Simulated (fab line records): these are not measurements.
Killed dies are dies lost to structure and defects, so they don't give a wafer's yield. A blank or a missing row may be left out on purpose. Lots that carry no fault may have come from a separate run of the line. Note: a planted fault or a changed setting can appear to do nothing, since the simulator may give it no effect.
2 desks, one fault -- flow gf180mcu -- every desk sees just its own numbers, and what lay behind them comes last

DESK OF THE TOOL OWNER: cmp-02
The tool's own readings at GF_CONTACT_CMP_27 (polishes, stops on SiO2, t overpolish 15 s, target thk 0 nm): means of the sampled wafers that have a number, for each lot that ran on this tool. Marked OUT: a lot whose mean sits more than 4 standard deviations from the usual mean, which makes it out of limits; the brackets give that distance.
Columns: A = head-pressure-psi at GF_CONTACT_CMP_27, usual 3.498 psi; B = motor-current-A at GF_CONTACT_CMP_27, usual 11.8 A; C = overpolish-run-s at GF_CONTACT_CMP_27, usual 15.000 s; D = time-to-endpoint-s at GF_CONTACT_CMP_27, usual 71 s
lot,first seen here,A,B,C,D
L693,day 16 08:58,3.504,11.1,14.996,69
L701,day 19 15:28,3.501,11.5,15.005,69
L703,day 20 08:04,3.498,11.2,14.999,73
L704,day 20 16:45,3.493,11.6,14.998,70
L709,day 22 07:41,2.758 (-91) OUT,9.3,10.022 (-99 or more) OUT,89 (+5.2) OUT
This desk's finding: out of limits on L709; first on L709, day 22 07:41 (head-pressure-psi at GF_CONTACT_CMP_27). Within limits: L693, L701, L703, L704.

THE METROLOGY DESK
Means of the sampled wafers that have a number, per lot and without regard to the tool the lot ran on: this is what the gauges read. Marked OUT: a lot whose mean sits more than 4 standard deviations from the usual mean, which makes it out of limits; the brackets give that distance.
Columns: A = CONTACT_BOW at GF_CONTACT_BOW_MEAS_05, usual 66 um; B = M1_ALCU_THK at GF_M1_THK_MEAS_06, usual 451 nm
lot,first seen here,A,B
L693,day 15 10:19,63,451
L694,day 15 18:26,75,448
L696,day 16 13:34,70,448
L698,day 17 08:22,71,446
L699,day 17 15:11,71,452
L700,day 18 05:05,72,455
L701,day 18 10:40,68,450
L702,day 18 19:46,70,458
L703,day 19 06:42,65,449
L704,day 19 14:52,62,447
L705,day 19 17:40,71,447
L708,day 21 04:03,69,452
L709,day 21 06:40,71,456
Finding of this desk: none of the 13 lots has anything out of limits.

BROUGHT TOGETHER
An alarm could have come from the tool owner's desk at day 22 07:41, on L709.
The metrology desk saw nothing out of limits.
The metrology desk has L709 on record, within its limits.
Of the lots named, all ran GF_CONTACT_CMP_27 on cmp-02.

WHAT THE SIMULATOR HAD PUT IN
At GF_CONTACT_CMP_27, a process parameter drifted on cmp-02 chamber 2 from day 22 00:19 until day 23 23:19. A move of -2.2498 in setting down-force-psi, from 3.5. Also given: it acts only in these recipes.
Shown lots that were struck: L709.
How many hours passed from the start of the fault until each desk's first out-of-limits reading: the tool owner's desk, 7.
